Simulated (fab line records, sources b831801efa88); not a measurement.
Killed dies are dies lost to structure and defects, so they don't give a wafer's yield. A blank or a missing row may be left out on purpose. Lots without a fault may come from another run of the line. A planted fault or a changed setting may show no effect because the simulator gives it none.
A struck lot beside a sound one | flow gf180mcu | 14 steps out of a route of 602
Sound: wafers L871.1, L871.4, L871.6. Struck: wafers L882.4, L882.5, L882.6. The cause comes at the end.
At each step with rows: each side's tool, then ch and its chambers, then its first start. Under that, the readings that differ: sound wafers | struck wafers | difference of the means | sigmas: that difference in standard deviations of wafers without a fault.
alike: readings whose means differ by less than 2 such deviations, and words and numbers that are the same on both sides. not compared: withheld readings, readings that some wafer has no value for, bounds like >300 that may hide the same value, and numbers for which the record gives no deviation and whose values overlap.
The two part at a step that has a row with sigmas, a row that says differs or no value, or rows on one side only. Numbers that don't overlap but have no deviation are shown without sigmas and don't part them. A reading that every wafer of one side lacks parts them only if that side has two wafers or more.

first, 3 steps without rows for these wafers: GF_MVSD_EXPOSE_04 (exposes mask MVSD, target cd 1000 nm); GF_MVSD_PEB_05; GF_MVSD_DEVELOP_06 (develop time 60 s).
GF_MVSD_OVL_MEAS_07:
  sound on overlay-01, day 5 13:39; struck on overlay-01, day 8 07:07
  alike: MVSD_OVL
then, 2 steps without rows for these wafers: GF_MVSD_IMPLANT_08; GF_MVSD_IMPLANT_09.
GF_MVSD_STRIP_10: strips in O2/N2.
  sound on plasma_asher-02 ch 0,1, day 5 13:59; struck on plasma_asher-02 ch 0,1, day 8 07:28
  alike: drypump_motor_current_A, heater_power_w, n2_flow_sccm, oes_product_au, strip_time_to_endpoint_s
  not compared: rf_hours_counter_h
GF_MVSD_TW_MEAS_11:
  sound on film_metro-02, day 5 14:05; struck on film_metro-02, day 8 07:33
  alike: MVSD_TW
then, 4 steps without rows for these wafers: GF_MVPSD_DEHYDRATE_00 (time 60 s); GF_MVPSD_HMDS_01 (prime time 60 s); GF_MVPSD_COAT_02 (resist thk 3000 nm); GF_MVPSD_SOFTBAKE_03.
GF_MVPSD_EXPOSE_04: exposes mask MVPSD, target cd 1000 nm.
  sound on iline_stepper-01 ch 0, day 5 21:31; struck on iline_stepper-01 ch 0, day 8 15:34
  reading | sound                   | struck                           | difference | sigmas
  mask    | MVPSD#0 MVPSD#0 MVPSD#0 | MVPSD_R1#0 MVPSD_R1#0 MVPSD_R1#0 | differs    |
then, 1 step without rows for these wafers: GF_MVPSD_PEB_05.

WHERE THEY PART
Only at GF_MVPSD_EXPOSE_04, within this record.

WHY: what the simulator had put in
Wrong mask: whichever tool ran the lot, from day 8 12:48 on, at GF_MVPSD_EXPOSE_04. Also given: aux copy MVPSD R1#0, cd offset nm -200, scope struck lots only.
